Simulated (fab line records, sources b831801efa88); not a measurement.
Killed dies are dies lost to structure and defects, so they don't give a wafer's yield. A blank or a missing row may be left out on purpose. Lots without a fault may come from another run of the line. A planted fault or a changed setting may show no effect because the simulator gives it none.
Chamber matching | flow sky130 | SKY_POLY_GATE_ETCH_15 on rie_diel-04: 4 sister chambers
The step etches BARC in N2/H2, stops on SiO2, time 118.5 s, target depth 110 nm. 18 wafers are shown with their chamber, then 9 later ones without.

WAFERS WITH THEIR CHAMBER
wafer  | chamber | drypump_motor_current_A (A) | oes_product_au (a.u.) | bias_w (W)
L077.1 | 2       | 6.0                         | 0.710                 | 99.98
L077.4 | 0       | 5.7                         | 0.716                 | 100.14
L077.5 | 1       | 5.7                         | 0.718                 | 99.90
L078.1 | 3       | 5.6                         | 0.718                 | 100.36
L078.4 | 2       | 6.0                         | 0.716                 | 100.12
L078.5 | 2       | 6.0                         | 0.710                 | 99.94
L080.1 | 1       | 5.7                         | 0.714                 | 100.66
L080.3 | 0       | 5.8                         | 0.727                 | 99.67
L080.4 | 2       | 6.0                         | 0.716                 | 100.44
L083.1 | 0       | 5.8                         | 0.725                 | 99.66
L083.2 | 1       | 5.7                         | 0.722                 | 99.87
L083.4 | 2       | 6.0                         | 0.721                 | 100.38
L085.1 | 0       | 5.8                         | 0.720                 | 100.20
L085.4 | 2       | 6.0                         | 0.723                 | 99.71
L085.5 | 3       | 5.5                         | 0.719                 | 100.07
L087.1 | 2       | 6.0                         | 0.711                 | 99.92
L087.3 | 3       | 5.5                         | 0.716                 | 100.07
L087.5 | 1       | 5.7                         | 0.713                 | 100.24

SIGNATURES (means of the wafers above)
reading                 | chamber 0 | chamber 1 | chamber 2 | chamber 3 | scatter within a chamber
drypump_motor_current_A | 5.775     | 5.700     | 6.000     | 5.533     | 0.0318
oes_product_au          | 0.72200   | 0.71675   | 0.71529   | 0.71767   | 0.0046
bias_w                  | 99.9175   | 100.1675  | 100.0700  | 100.1667  | 0.285
Rule: a wafer's distance from a chamber is the root of the sum, over the readings, of the square of ((its reading less the chamber's mean) divided by the reading's scatter). The wafer belongs to the nearest chamber; if the next one is less than 2 further off, it can't be placed. The scatter: the root of (the sum of the squares of (reading less its chamber's mean) over the shown wafers, divided by (wafers less chambers)).

WAFERS WITHOUT THEIR CHAMBER
wafer  | drypump_motor_current_A (A) | oes_product_au (a.u.) | bias_w (W)
L089.1 | 5.7                         | 0.725                 | 99.86
L089.4 | 5.7                         | 0.720                 | 99.78
L089.5 | 6.0                         | 0.713                 | 100.12
L090.1 | 5.7                         | 0.704                 | 100.12
L090.4 | 5.7                         | 0.714                 | 99.79
L090.5 | 5.5                         | 0.711                 | 99.93
L094.3 | 5.7                         | 0.716                 | 99.82
L094.4 | 6.0                         | 0.711                 | 99.76
L094.6 | 5.5                         | 0.724                 | 100.06

WHICH CHAMBER EACH WENT THROUGH
wafer  | from the rows above     | in truth
L089.1 | can't be placed: 1 or 0 | 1
L089.4 | can't be placed: 1 or 0 | 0
L089.5 | 2                       | 2
L090.1 | can't be placed: 1 or 0 | 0
L090.4 | can't be placed: 1 or 0 | 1
L090.5 | 3                       | 3
L094.3 | can't be placed: 1 or 0 | 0
L094.4 | 2                       | 2
L094.6 | 3                       | 3
Placed correctly: 4 of 9. Can't be placed from these rows: 5 (the true chamber is among the candidates in 5). Placed wrongly: 0.
